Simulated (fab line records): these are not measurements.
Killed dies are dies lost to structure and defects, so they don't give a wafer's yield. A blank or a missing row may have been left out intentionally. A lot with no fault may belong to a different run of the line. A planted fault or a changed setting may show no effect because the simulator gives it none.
fab line records	flow gf180mcu
[record] lots = 13	wafers = 39	last_day = 34
route steps=602 shown HV_LDD@184 PSD@255 SAB@264
lots that met no fault: from a run of the same line without faults
start_h: hours from the record's opening day to when the first of the lot's shown wafers began	wait_h: time in hours since the lot's previous step	" repeats the value in the row above	L1.1+2: a row that stands for several wafers	- no value, or no start given	* or withheld: withheld	< > ~ a bound
route shown NAME@n: a module of which the file shows steps, and the number in the route of the first	usual: mean/standard deviation of fault-free wafers	same: alike in all rows	chamber/n: place in a boat	sites: the reading at each site	_std_site: standard deviation across them	_edge_site: mean of outer sites minus mean of inner sites	radius_mm: how far each site lies from the wafer's centre	mask NAME#n: copy n	behind: the most recent tool/chamber to have shaped the wafer	hold: what put the lot on hold/how long, in hours/how the hold closed	device: transistor that didn't switch, given as n, p or np	end of line: the same wafers' tests at the end of the route	for a step that has no rows: nothing shown but its recipe	killed: count of dies lost to structure and defects at first sort (not the wafer's yield)	map: the dies of a wafer, with x for killed, . for not killed, _ for no die there
set.NAME: the setting that was run; set.NAME@STEP: the one run at that earlier step	model.NAME: the simulator's own value behind a step, which no gauge read
a sample of lots followed through the steps of the route, with each step as a table and each wafer as a row
services: from which hour (start_h, from the record's first day; less than 0 if before it) a tool's chamber was out of use, for how many hours, and why
[[steps]]
[step GF_HV_LDD_OVL_MEAS_08]
[usual] HV_LDD_OVL = 0.6/1.5
lot.wafer	tool	chamber	start_h	wait_h	HV_LDD_OVL[nm]
L584.2	overlay-01	-	223.22	0.1	2.4
L584.4	"	-	"	"	3.2
L584.6	"	-	"	"	4.6
L585.1	overlay-02	-	227.21	0.1	1.0
L585.2	"	-	"	"	1.1
L585.4	"	-	"	"	-0.4
L586.1	overlay-01	-	234.63	0.1	3.0
L586.3	"	-	"	"	1.1
L586.5	"	-	"	"	2.4
L587.2	overlay-01	-	248.47	0.1	-1.0
L587.4	"	-	"	"	-0.6
L587.5	"	-	"	"	0.0
L588.2	overlay-01	-	251.29	0.1	2.2
L588.4	"	-	"	"	2.2
L588.5	"	-	"	"	2.4
L591.2	overlay-02	-	263.87	0.1	0.5
L591.3	"	-	"	"	-0.8
L591.6	"	-	"	"	0.1
L592.3	overlay-01	-	275.94	0.1	0.9
L592.4	"	-	"	"	2.3
L592.5	"	-	"	"	1.5
L595.1	overlay-02	-	297.83	0.1	-0.2
L595.2	"	-	"	"	-0.4
L595.5	"	-	"	"	0.3
L596.1	overlay-02	-	305.71	0.1	1.7
L596.2	"	-	"	"	2.0
L596.6	"	-	"	"	2.0
L598.1	overlay-01	-	318.68	0.1	0.4
L598.2	"	-	"	"	0.7
L598.3	"	-	"	"	1.2
L602.1	overlay-01	-	352.88	0.1	-0.6
L602.3	"	-	"	"	1.9
L602.5	"	-	"	"	1.0
L604.1	overlay-01	-	361.53	0.1	1.4
L604.2	"	-	"	"	1.6
L604.3	"	-	"	"	-0.4
L605.3	overlay-02	-	377.22	0.1	-0.9
L605.4	"	-	"	"	-0.4
L605.6	"	-	"	"	-1.2
[step GF_HV_LDD_IMPLANT_34]
[recipe] species = P	energy_kev = 60	dose_cm2 = 7.5e+12	tilt_deg = 30	rotation_deg = 90
[usual] implant_ion_amu = 31/0
lot.wafer	tool	chamber	start_h	wait_h	implant_ion_amu
L584.2	implanter-03	0	261.09	0.1	31
L584.4	"	0	"	"	31
L584.6	"	0	"	"	31
L585.1	implanter-03	0	265.57	0.1	31
L585.2	"	0	"	"	31
L585.4	"	0	"	"	31
L586.1	implanter-03	0	273.00	0.1	31
L586.3	"	0	"	"	31
L586.5	"	0	"	"	31
L587.2	implanter-03	0	286.97	0.1	31
L587.4	"	0	"	"	31
L587.5	"	0	"	"	31
L588.2	implanter-01	0	290.14	0.1	31
L588.4	"	0	"	"	31
L588.5	"	0	"	"	31
L591.2	implanter-03	0	304.09	0.1	31
L591.3	"	0	"	"	31
L591.6	"	0	"	"	31
L592.3	implanter-04	0	316.47	0.1	31
L592.4	"	0	"	"	31
L592.5	"	0	"	"	31
L595.1	implanter-04	0	339.34	0.1	31
L595.2	"	0	"	"	31
L595.5	"	0	"	"	31
L596.1	implanter-03	0	347.94	0.1	31
L596.2	"	0	"	"	31
L596.6	"	0	"	"	31
L598.1	implanter-01	0	362.04	0.1	31
L598.2	"	0	"	"	31
L598.3	"	0	"	"	31
L602.1	implanter-03	0	397.92	0.1	31
L602.3	"	0	"	"	31
L602.5	"	0	"	"	31
L604.1	implanter-01	0	407.87	0.1	75
L604.2	"	0	"	"	75
L604.3	"	0	"	"	75
L605.3	implanter-01	0	424.99	0.1	75
L605.4	"	0	"	"	75
L605.6	"	0	"	"	75
[step GF_HV_LDD_TW_MEAS_38]
[usual] HV_LDD_3_TW = 1436/7.2
lot.wafer	tool	chamber	start_h	wait_h	HV_LDD_3_TW
L584.2	film_metro-03	-	261.63	0.1	1437
L584.4	"	-	"	"	1454
L584.6	"	-	"	"	1453
L585.1	film_metro-04	-	266.20	0.2	1431
L585.2	"	-	"	"	1426
L585.4	"	-	"	"	1430
L586.1	film_metro-04	-	273.55	0.1	1426
L586.3	"	-	"	"	1431
L586.5	"	-	"	"	1430
L587.2	film_metro-03	-	287.51	0.1	1425
L587.4	"	-	"	"	1424
L587.5	"	-	"	"	1426
L588.2	film_metro-03	-	290.68	0.1	1438
L588.4	"	-	"	"	1438
L588.5	"	-	"	"	1440
L591.2	film_metro-03	-	304.63	0.1	1439
L591.3	"	-	"	"	1441
L591.6	"	-	"	"	1437
L592.3	film_metro-04	-	316.99	0.1	1437
L592.4	"	-	"	"	1431
L592.5	"	-	"	"	1440
L595.1	film_metro-04	-	339.89	0.1	1443
L595.2	"	-	"	"	1434
L595.5	"	-	"	"	1437
L596.1	film_metro-03	-	348.49	0.1	1438
L596.2	"	-	"	"	1442
L596.6	"	-	"	"	1438
L598.1	film_metro-04	-	362.59	0.1	1426
L598.2	"	-	"	"	1438
L598.3	"	-	"	"	1440
L602.1	film_metro-04	-	398.47	0.1	1436
L602.3	"	-	"	"	1438
L602.5	"	-	"	"	1432
L604.1	film_metro-04	-	408.42	0.1	1594
L604.2	"	-	"	"	1592
L604.3	"	-	"	"	1592
L605.3	film_metro-04	-	425.51	0.1	1599
L605.4	"	-	"	"	1596
L605.6	"	-	"	"	1590
[step GF_HV_LDD_RS_MEAS_53]
[recipe] thk_meas_gauge = four-point-probe
[usual] HV_LDD_RS = 418.3/0.8
lot.wafer	tool	chamber	start_h	wait_h	HV_LDD_RS[ohm/sq]
L584.2	film_metro-01	-	281.26	0.1	417.8
L584.4	"	-	"	"	419.3
L584.6	"	-	"	"	419.4
L585.1	film_metro-04	-	285.80	0.1	418.5
L585.2	"	-	"	"	419.6
L585.4	"	-	"	"	418.3
L586.1	film_metro-04	-	294.19	0.1	417.7
L586.3	"	-	"	"	417.2
L586.5	"	-	"	"	418.6
L587.2	film_metro-03	-	307.84	0.1	419.0
L587.4	"	-	"	"	418.4
L587.5	"	-	"	"	419.2
L588.2	film_metro-04	-	311.41	0.1	419.7
L588.4	"	-	"	"	418.5
L588.5	"	-	"	"	419.4
L591.2	film_metro-01	-	325.56	0.1	419.2
L591.3	"	-	"	"	418.7
L591.6	"	-	"	"	418.4
L592.3	film_metro-04	-	338.58	0.1	417.8
L592.4	"	-	"	"	417.6
L592.5	"	-	"	"	417.6
L595.1	film_metro-04	-	362.29	0.1	417.9
L595.2	"	-	"	"	417.8
L595.5	"	-	"	"	417.8
L596.1	film_metro-03	-	370.12	0.1	417.6
L596.2	"	-	"	"	418.2
L596.6	"	-	"	"	418.7
L598.1	film_metro-03	-	385.16	0.1	417.8
L598.2	"	-	"	"	417.0
L598.3	"	-	"	"	418.7
L602.1	film_metro-04	-	422.09	0.1	417.0
L602.3	"	-	"	"	418.2
L602.5	"	-	"	"	418.2
L604.1	film_metro-03	-	432.90	0.1	441.6
L604.2	"	-	"	"	440.0
L604.3	"	-	"	"	439.5
L605.3	film_metro-03	-	450.49	0.1	438.7
L605.4	"	-	"	"	438.6
L605.6	"	-	"	"	438.3
[step GF_PSD_CD_MEAS_07]
[recipe] target_cd_nm = 400
[usual] cd_nm = 399.6/2
lot.wafer	tool	chamber	start_h	wait_h	cd_nm
L584.2	cd_sem-01	-	325.88	0.1	401.3
L584.4	"	-	"	"	400.9
L584.6	"	-	"	"	402.8
L585.1	cd_sem-01	-	329.86	0.1	400.4
L585.2	"	-	"	"	401.1
L585.4	"	-	"	"	400.7
L586.1	cd_sem-02	-	338.81	0.1	400.4
L586.3	"	-	"	"	400.9
L586.5	"	-	"	"	399.7
L587.2	cd_sem-02	-	351.81	0.1	395.7
L587.4	"	-	"	"	396.7
L587.5	"	-	"	"	397.0
L588.2	cd_sem-02	-	356.61	0.1	400.8
L588.4	"	-	"	"	402.2
L588.5	"	-	"	"	403.1
L591.2	cd_sem-02	-	370.81	0.1	400.6
L591.3	"	-	"	"	401.2
L591.6	"	-	"	"	401.6
L592.3	cd_sem-01	-	385.80	0.1	402.5
L592.4	"	-	"	"	400.9
L592.5	"	-	"	"	401.7
L595.1	cd_sem-02	-	412.29	0.1	400.2
L595.2	"	-	"	"	400.6
L595.5	"	-	"	"	400.8
L596.1	cd_sem-01	-	418.54	0.1	397.2
L596.2	"	-	"	"	395.2
L596.6	"	-	"	"	397.1
L598.1	cd_sem-01	-	435.84	0.1	401.9
L598.2	"	-	"	"	399.0
L598.3	"	-	"	"	400.8
L602.1	cd_sem-01	-	473.39	0.1	399.1
L602.3	"	-	"	"	398.5
L602.5	"	-	"	"	401.3
L604.1	cd_sem-02	-	484.54	0.1	399.1
L604.2	"	-	"	"	399.0
L604.3	"	-	"	"	396.8
L605.3	cd_sem-01	-	502.13	0.1	400.7
L605.4	"	-	"	"	399.2
L605.6	"	-	"	"	398.7
[step GF_SAB_CVD_00]
[recipe] material = SiO2	target_thk_nm = 50	precursor = TEOS	temp_c = 400	time_s = 4.9302	rf_w = 600
[usual] heater_power_outer_w = 386/70	heater_power_w = 696/120
lot.wafer	tool	chamber	start_h	wait_h	heater_power_outer_w	heater_power_w	since_wet_clean_h
L584.2	pecvd-03	1	326.70	0.1	331	611	791
L584.4	"	2	"	"	378	744	-
L584.6	"	1	"	"	321	593	-
L585.1	pecvd-01	0	330.70	0.1	425	775	364
L585.2	"	1	"	"	368	634	364
L585.4	"	2	"	"	408	704	-
L586.1	pecvd-03	0	339.65	0.1	440	761	804
L586.3	"	1	"	"	274	544	804
L586.5	"	0	"	"	438	794	-
L587.2	pecvd-02	1	352.63	0.1	325	654	178
L587.4	"	1	"	"	329	656	-
L587.5	"	0	"	"	277	459	-
L588.2	pecvd-03	0	357.44	0.1	446	803	822
L588.4	"	2	"	"	317	646	-
L588.5	"	0	"	"	445	809	-
L591.2	pecvd-01	1	371.69	0.1	297	533	405
L591.3	"	0	"	"	410	785	405
L591.6	"	0	"	"	410	772	-
L592.3	pecvd-02	2	386.60	0.1	382	683	212
L592.4	"	2	"	"	382	682	-
L592.5	"	0	"	"	307	516	-
L595.1	pecvd-01	2	413.13	0.1	496	833	447
L595.2	"	1	"	"	351	585	447
L595.5	"	1	"	"	356	593	-
L596.1	pecvd-03	1	419.48	0.1	288	545	37
L596.2	"	0	"	"	416	755	37
L596.6	"	0	"	"	423	786	-
L598.1	pecvd-01	1	436.69	0.1	350	604	470
L598.2	"	2	"	"	499	833	470
L598.3	"	0	"	"	410	780	470
L602.1	pecvd-01	2	474.23	0.1	526	853	508
L602.3	"	1	"	"	378	631	508
L602.5	"	1	"	"	375	626	-
L604.1	pecvd-03	2	485.38	0.1	340	689	103
L604.2	"	1	"	"	273	541	103
L604.3	"	0	"	"	424	785	103
L605.3	pecvd-01	0	502.93	0.1	435	812	537
L605.4	"	2	"	"	474	827	-
L605.6	"	1	"	"	391	657	-
[[services]]
tool	chamber	start_h	hours	kind
implanter-01	-	243.54	1.2	repair
implanter-04	-	246.40	3.7	pm
implanter-03	-	271.10	0.6	repair
implanter-03	-	290.77	2.9	repair
implanter-04	-	297.11	1.7	repair
pecvd-03	-	305.55	2.3	repair
implanter-01	-	348.10	3.4	pm
pecvd-03	-	368.88	14.0	pm
pecvd-03	0	368.88	14.0	vent_cycle
pecvd-03	1	368.88	14.0	vent_cycle
pecvd-03	2	368.88	14.0	vent_cycle
pecvd-03	0	382.88	-	clean
pecvd-03	1	382.88	-	clean
pecvd-03	2	382.88	-	clean
pecvd-01	-	444.87	0.4	repair
implanter-04	-	449.21	7.5	repair
pecvd-02	0	461.58	3.6	repair
pecvd-01	-	464.59	2.8	pm
pecvd-02	-	469.59	0.4	repair
pecvd-02	-	476.01	2.8	pm
pecvd-03	2	477.61	3.7	repair
pecvd-02	-	498.18	2.7	repair
pecvd-03	-	498.79	28.1	pm
[[key]]
[first_sign] step = GF_HV_LDD_IMPLANT_34	reading = implant_ion_amu	direction = up	sigmas = 99+	usual = 31	struck = 75
[effect] step = GF_HV_LDD_TW_MEAS_38	reading = HV_LDD_3_TW	direction = up	sigmas = 22	usual = 1436	struck = 1594
[effect] step = GF_HV_LDD_RS_MEAS_53	reading = HV_LDD_RS	direction = up	sigmas = 27	usual = 418.3	struck = 439.4
met_at GF_HV_LDD_IMPLANT_34
struck_lots L604,L605
tester_left_out L604,L605
not_acting_at GF_HV_LDD_OVL_MEAS_08,GF_PSD_CD_MEAS_07,GF_SAB_CVD_00
onset_between 362.04 407.87
[fault] kind = wrong_recipe_download	tool = implanter-01,implanter-03,implanter-04	chamber = -	onset_h = 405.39	steps = GF_HV_LDD_IMPLANT_34	wrong_recipe.not_listed = 1
// tester_left_out: of these lots the tester's yield and bins aren't shown, on N5 and GAA mostly nor the transistor test; their killed dies are dies lost to structure and defects alone, not to doping, threshold or leakage, so they don't give the yield
